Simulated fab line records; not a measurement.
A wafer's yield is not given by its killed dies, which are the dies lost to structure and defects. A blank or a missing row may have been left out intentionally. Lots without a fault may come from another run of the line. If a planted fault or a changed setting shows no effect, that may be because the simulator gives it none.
fab line records	flow sky130	part 2 of 2: steps 31 to 40 of 40
record lots=5	wafers=15	last_day=50
route steps=708 shown CAPM@554 METAL3@555 VIA3@573
lots that met no fault: from a run of the same line without faults
start_h: hours from the record's first day to the start of the lot's first wafer shown	wait_h: how many hours have passed since the lot's step before this one	" as in the row above	L1.1+2: a single row standing in for several wafers	- no value, or no start given	* or withheld: withheld	< > ~ a bound
route shown NAME@n: names a module that has steps shown in the file, with the first one's number in the route	usual: average and standard deviation across the fault-free wafers	same: alike in all rows	chamber/n: place in a boat	sites: each site's reading	_std_site: their standard deviation	_edge_site: outer sites' mean less inner sites'	radius_mm: for every site, how far away it sits from the centre of the wafer	mask NAME#n: copy n	behind: tool/chamber where the wafer was last shaped	hold: why the lot was held/for how many hours/how that ended	device: names the non-switching transistor (n, p or np)	end of line: the route-end tests of the same wafers	a step given without rows: its recipe and nothing more	killed: the dies lost at the first sort to structure and to defects; this is not the yield of the wafer	map: a wafer's dies, x killed, . not, _ none there
set.NAME: the setting as run; set.NAME@STEP: as run at that earlier step	model.NAME: the simulator's own value behind a step, which no gauge read
lots seen at some steps along the route; tables by step, rows by wafer
services: from which hour (start_h, from the record's first day; less than 0 if before it) a tool's chamber was out of use, for how many hours, and why
## steps
# step SKY_VIA3_DEVELOP_11
# recipe develop_time_s=60	resist=KrF-thick	dev_temp_c=21
lot.wafer	tool	chamber	start_h	wait_h
L076.3+4+6	litho_track-02	0	-	-
L081.1+2+5	litho_track-03	0	-	-
L086.2+3+4	litho_track-02	0	-	-
L095.1+3+5	litho_track-02	0	-	-
L096.1+2+3	litho_track-02	0	-	-
# step SKY_VIA3_CD_MEAS_12
# recipe target_cd_nm=200
# usual cd_nm=200.2/1.3
lot.wafer	tool	chamber	start_h	wait_h	cd_nm
L076.3	cd_sem-02	-	948.20	-	199.7
L076.4	"	-	"	"	201.9
L076.6	"	-	"	"	200.7
L081.1	cd_sem-02	-	980.03	-	201.0
L081.2	"	-	"	"	201.5
L081.5	"	-	"	"	201.4
L086.2	cd_sem-01	-	1016.18	-	201.7
L086.3	"	-	"	"	200.4
L086.4	"	-	"	"	201.7
L095.1	cd_sem-01	-	1068.61	-	199.9
L095.3	"	-	"	"	199.0
L095.5	"	-	"	"	198.0
L096.1	cd_sem-01	-	1078.76	-	201.2
L096.2	"	-	"	"	200.8
L096.3	"	-	"	"	199.5
# step SKY_VIA3_OVL_MEAS_13
# usual VIA3_OVL=-1/5.2
lot.wafer	tool	chamber	start_h	wait_h	VIA3_OVL[nm]
L076.3	overlay-02	-	948.29	0.1	-9
L076.4	"	-	"	"	1
L076.6	"	-	"	"	8
L081.1	overlay-02	-	980.15	0.1	-8
L081.2	"	-	"	"	-1
L081.5	"	-	"	"	-13
L086.2	overlay-02	-	1016.29	0.1	-3
L086.3	"	-	"	"	-3
L086.4	"	-	"	"	3
L095.1	overlay-01	-	1068.73	0.1	-5
L095.3	"	-	"	"	-8
L095.5	"	-	"	"	-5
L096.1	overlay-02	-	1078.88	0.1	-1
L096.2	"	-	"	"	-6
L096.3	"	-	"	"	2
# step SKY_VIA3_ETCH_14
# recipe chemistry=N2/H2	target=BARC	ion_energy_ev=196.1	source_w=500	bias_w=100	pressure_mtorr=30	n2_flow_sccm=100	h2_flow_sccm=200	stop_on=SiO2	time_s=45.9	target_depth_a=600
# usual drypump_motor_current_A=5.8/0.36	oes_product_au=0.855/0.0049	throttle_valve_pct=13.224/0.0094
lot.wafer	tool	chamber	start_h	wait_h	drypump_motor_current_A	oes_product_au	rf_hours_counter_h	throttle_valve_pct
L076.3	rie_diel-04	2	948.32	0.0	6.1	0.858	13	13.220
L076.4	"	1	"	"	5.8	0.862	15	13.223
L076.6	"	0	"	"	5.6	0.857	-	13.240
L081.1	rie_diel-01	2	980.18	0.0	5.8	0.860	10	13.207
L081.2	"	3	"	"	5.8	0.851	22	13.223
L081.5	"	2	"	"	5.9	0.855	-	13.231
L086.2	rie_diel-01	1	1016.32	0.0	5.3	0.853	17	13.209
L086.3	"	0	"	"	6.4	0.863	27	13.226
L086.4	"	3	"	"	5.8	0.860	24	13.231
L095.1	rie_diel-01	2	1068.77	0.0	5.9	0.863	13	13.216
L095.3	"	1	"	"	5.3	0.858	19	13.231
L095.5	"	2	"	"	5.9	0.853	-	13.210
L096.1	rie_diel-04	1	1078.92	0.0	5.8	0.850	19	13.218
L096.2	"	2	"	"	6.1	0.856	16	13.211
L096.3	"	3	"	"	5.6	0.843	14	13.207
# step SKY_VIA3_ETCH_15
# recipe target=SiO2	chemistry=C4F8/O2/Ar	target_depth_nm=507	stop_on=TiN	mask_material=KrF-thick	source_w=1500	bias_w=1200	pressure_mtorr=40	c4f8_flow_sccm=withheld	O2_flow_sccm=6	Ar_flow_sccm=300	time_s=78
# usual oes_product_au=0.946/0.0046
lot.wafer	tool	chamber	start_h	wait_h	oes_product_au	rf_hours_counter_h
L076.3	rie_diel-04	2	948.36	0.0	0.948	13
L076.4	"	1	"	"	0.949	15
L076.6	"	0	"	"	0.948	-
L081.1	rie_diel-01	2	980.25	0.0	0.941	10
L081.2	"	3	"	"	0.953	23
L081.5	"	2	"	"	0.942	-
L086.2	rie_diel-01	1	1016.36	0.0	0.946	17
L086.3	"	0	"	"	0.944	27
L086.4	"	3	"	"	0.944	24
L095.1	rie_diel-01	2	1068.81	0.0	0.945	13
L095.3	"	1	"	"	0.944	19
L095.5	"	2	"	"	0.952	-
L096.1	rie_diel-04	1	1078.96	0.0	0.942	19
L096.2	"	2	"	"	0.937	16
L096.3	"	3	"	"	0.949	14
# step SKY_VIA3_STRIP_16
# recipe chemistry=O2/N2	power_w=1400	pressure_mtorr=1500	platen_temp_c=withheld	o2_flow_sccm=3000	n2_flow_sccm=300	overash_fraction=0.5
# usual drypump_motor_current_A=5.96/0.23	oes_product_au=0.402/0.0047	strip_time_to_endpoint_s=4.137/0.029
lot.wafer	tool	chamber	start_h	wait_h	drypump_motor_current_A	oes_product_au	rf_hours_counter_h	strip_time_to_endpoint_s
L076.3	plasma_asher-02	1	948.45	0.1	6.03	0.410	-	4.125
L076.4	"	0	"	"	5.94	0.402	-	4.204
L076.6	"	1	"	"	6.00	0.400	-	4.160
L081.1	plasma_asher-01	0	980.34	0.1	6.09	0.399	83	4.134
L081.2	"	1	"	"	5.42	0.412	83	4.126
L081.5	"	1	"	"	5.42	0.408	-	4.141
L086.2	plasma_asher-03	1	1016.42	0.0	5.80	0.403	110	4.121
L086.3	"	1	"	"	5.79	0.399	-	4.137
L086.4	"	0	"	"	6.33	0.399	-	4.135
L095.1	plasma_asher-03	1	1068.87	0.0	5.77	0.405	0	4.106
L095.3	"	1	"	"	5.78	0.408	-	4.101
L095.5	"	0	"	"	6.33	0.400	-	4.121
L096.1	plasma_asher-03	1	1079.02	0.0	5.79	0.407	2	4.176
L096.2	"	0	"	"	6.33	0.407	2	4.145
L096.3	"	0	"	"	6.31	0.403	-	4.144
# step SKY_VIA3_STRIP_17
# recipe chemistry=post_etch_residue_remover	time_s=1200	temp_c=72.5
lot.wafer	tool	chamber	start_h	wait_h
L076.3+4+6	wet_bench-03	3	948.52	0.0
L081.1+2+5	wet_bench-03	2	980.44	0.1
L086.2+3+4	wet_bench-03	0	1016.52	0.1
L095.1+3+5	wet_bench-01	0	1068.97	0.1
L096.1+2+3	wet_bench-03	3	1079.12	0.1
# step SKY_VIA3_CLEAN_18
# recipe chemistry=IPA	time_s=180	temp_c=25
lot.wafer	tool	chamber	start_h	wait_h
L076.3+4+6	wet_bench-04	3	948.86	0.0
L081.1+2+5	wet_bench-04	2	980.78	0.0
L086.2+3+4	wet_bench-04	2	1016.89	0.0
L095.1+3+5	wet_bench-04	1	1069.31	0.0
L096.1+2+3	wet_bench-01	2	1079.49	0.0
# step SKY_VIA3_CLEAN_19
# recipe chemistry=O3/DIW	dry=n2_spin
lot.wafer	tool	chamber	start_h	wait_h
L076.3+4+6	wet_bench-01	3	948.92	0.0
L081.1+2+5	wet_bench-01	1	980.84	0.0
L086.2+3+4	wet_bench-01	0	1016.96	0.0
L095.1+3+5	wet_bench-03	2	1069.37	0.0
L096.1+2+3	wet_bench-03	1	1079.55	0.0
# step SKY_VIA3_SPUTTER_20
# recipe material=TiN	target_thk_nm=20	chamber_pressure_pa=5	power_w=4000	time_s=80
# usual throttle_valve_pct=29.9/1.2
lot.wafer	tool	chamber	start_h	wait_h	throttle_valve_pct
L076.3	pvd_sputter-02	-	949.01	0.0	31.3
L076.4	"	-	"	"	30.1
L076.6	"	-	"	"	28.1
L081.1	pvd_sputter-02	-	980.94	0.0	30.1
L081.2	"	-	"	"	31.4
L081.5	"	-	"	"	28.0
L086.2	pvd_sputter-03	-	1017.05	0.0	29.1
L086.3	"	-	"	"	31.9
L086.4	"	-	"	"	31.0
L095.1	pvd_sputter-03	-	1069.46	0.0	31.0
L095.3	"	-	"	"	28.8
L095.5	"	-	"	"	31.0
L096.1	pvd_sputter-02	-	1079.65	0.0	27.8
L096.2	"	-	"	"	31.4
L096.3	"	-	"	"	30.2
## services
tool	chamber	start_h	hours	kind
cmp-01	-	875.06	2.2	repair
cmp-01	-	887.08	1.1	repair
rie_diel-01	1	889.10	5.4	repair
wet_bench-01	-	894.17	8.8	repair
krf_scanner-02	-	896.60	4.0	pm
wet_bench-04	-	897.80	1.5	repair
cmp-01	-	911.38	8.2	repair
cmp-01	-	919.58	4.0	pm
rie_diel-04	-	937.69	0.7	repair
krf_scanner-02	-	938.52	0.8	pm
cmp-01	-	945.36	1.8	repair
wet_bench-03	-	959.93	2.4	repair
rie_diel-01	1	962.12	8.7	repair
wet_bench-03	-	970.77	6.0	repair
rie_diel-04	2	971.64	33.1	repair
krf_scanner-02	-	973.74	1.3	pm
rie_diel-01	1	977.62	4.6	repair
rie_diel-01	0	978.64	4.1	repair
krf_scanner-02	-	998.71	4.4	pm
krf_scanner-02	-	1006.64	1.0	pm
rie_diel-01	3	1032.34	19.2	repair
wet_bench-03	-	1046.74	2.4	repair
krf_scanner-02	-	1055.60	1.8	repair
krf_scanner-02	-	1064.79	0.8	repair
